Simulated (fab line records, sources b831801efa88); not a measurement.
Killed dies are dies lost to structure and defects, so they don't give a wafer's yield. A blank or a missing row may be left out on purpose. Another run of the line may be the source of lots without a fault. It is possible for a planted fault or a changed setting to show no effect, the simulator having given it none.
Commonality check across tools -- flow sky130 -- Sample size 11 lots and 33 wafers

## REASON FOR OPENING
SKY_SD_N_RS_MEAS_16, reading SD_N_RS: flagged on 2 of 11 lots. Wafers without a fault read 68.55 ohm/sq, standard deviation 0.12.
Rule: a lot gets a flag if all its wafers with a number sit over 4 standard deviations from that mean, or if no wafer of it has a number. The other lots count as sound.

lot,measured,on,"SD_N_RS (ohm/sq), wafer by wafer",flag
L208,day 28 23:29,film-metro-04,68.49 68.49 68.72,
L209,day 29 17:53,film-metro-03,68.64 68.58 68.78,
L210,day 29 19:05,film-metro-02,68.29 68.41 68.63,
L211,day 30 04:16,film-metro-03,68.58 68.62 68.64,
L215,day 31 01:10,film-metro-03,68.49 68.36 68.43,
L217,day 31 18:34,film-metro-02,68.19 68.34 68.28,
L218,day 32 01:22,film-metro-03,68.56 68.77 68.76,
L219,day 32 13:32,film-metro-03,68.54 68.67 68.61,
L224,day 34 13:44,film-metro-02,60.89 60.96 61.02,FLAGGED
L227,day 34 23:56,film-metro-03,60.92 60.76 60.85,FLAGGED
L228,day 35 11:13,film-metro-03,68.61 68.67 68.65,
The mean of the flagged lots' numbers is 60.90 ohm/sq, -7.65 ohm/sq from the usual (-64 standard deviations).

## WHICH TOOL RAN EACH LOT
The record holds 2 process steps before the reading, out of a route of 708 steps. Cell contents, in order: the tool; ch with the chambers the sampled wafers went through; the start.
lot,flag,SKY_POLY_CUT_STRIP_12,SKY_SD_N_RTA_14
L208,,"plasma-asher-01 ch 0,1, day 25 07:04","rtp-anneal-01 ch 0, day 28 23:14"
L209,,"plasma-asher-01 ch 0,1, day 26 03:34","rtp-anneal-02 ch 0, day 29 17:42"
L210,,"plasma-asher-04 ch 0,1, day 26 04:54","rtp-anneal-01 ch 0, day 29 18:54"
L211,,"plasma-asher-04 ch 0,1, day 26 12:37","rtp-anneal-02 ch 0, day 30 04:05"
L215,,"plasma-asher-02 ch 0,1, day 27 12:43","rtp-anneal-02 ch 0, day 31 01:00"
L217,,"plasma-asher-01 ch 0,1, day 28 06:01","rtp-anneal-02 ch 0, day 31 18:23"
L218,,"plasma-asher-04 ch 0,1, day 28 12:52","rtp-anneal-01 ch 0, day 32 01:11"
L219,,"plasma-asher-01 ch 0,1, day 29 01:15","rtp-anneal-02 ch 0, day 32 13:18"
L224,FLAGGED,"plasma-asher-02 ch 0,1, day 31 03:51","rtp-anneal-02 ch 0, day 34 13:32"
L227,FLAGGED,"plasma-asher-04 ch 1, day 31 14:45","rtp-anneal-02 ch 0, day 34 23:45"
L228,,"plasma-asher-01 ch 1, day 32 03:10","rtp-anneal-01 ch 0, day 35 11:01"
What these steps do:
- SKY_POLY_CUT_STRIP_12: strips in O2/N2.
- SKY_SD_N_RTA_14: time 2 s.
- SKY_SD_N_RS_MEAS_16: measures by four-point-probe.

## FLAGGED AGAINST TOTAL, ONE TOOL AT A TIME (gauges that did the reading follow at the end)
step,tool,lots run,flagged,share of the flagged lots,sound lots run after its first flagged lot
SKY_POLY_CUT_STRIP_12,plasma-asher-01,5,0,none,-
SKY_POLY_CUT_STRIP_12,plasma-asher-02,2,1,some,0
SKY_POLY_CUT_STRIP_12,plasma-asher-04,4,1,some,0
SKY_SD_N_RTA_14,rtp-anneal-01,4,0,none,-
SKY_SD_N_RTA_14,rtp-anneal-02,7,2,all,0
SKY_SD_N_RS_MEAS_16,film-metro-02,3,1,some,0
SKY_SD_N_RS_MEAS_16,film-metro-03,7,1,some,1 (L228)
SKY_SD_N_RS_MEAS_16,film-metro-04,1,0,none,-

## WHAT THE TABLE ALLOWS
In the table, 1 row covers all flagged lots: rtp-anneal-02 at SKY_SD_N_RTA_14.
- rtp-anneal-02 at SKY_SD_N_RTA_14: 2 of its 7 lots flagged. Last sound lot L219 at day 32 13:18, first flagged lot L224 at day 34 13:32; a fault beginning in between fits. Its own readings lie more than 4 standard deviations out on every wafer of the flagged lots: lamp-power-pct, wafer_temp_C_max.
Just one tool remains: rtp-anneal-02 at SKY_SD_N_RTA_14.

## WHAT THE SIMULATOR PUT IN
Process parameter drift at SKY_SD_N_RTA_14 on rtp-anneal-02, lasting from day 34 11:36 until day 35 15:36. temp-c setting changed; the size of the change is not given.
Struck lots among those shown: L224, L227. The same result came from the rule above.
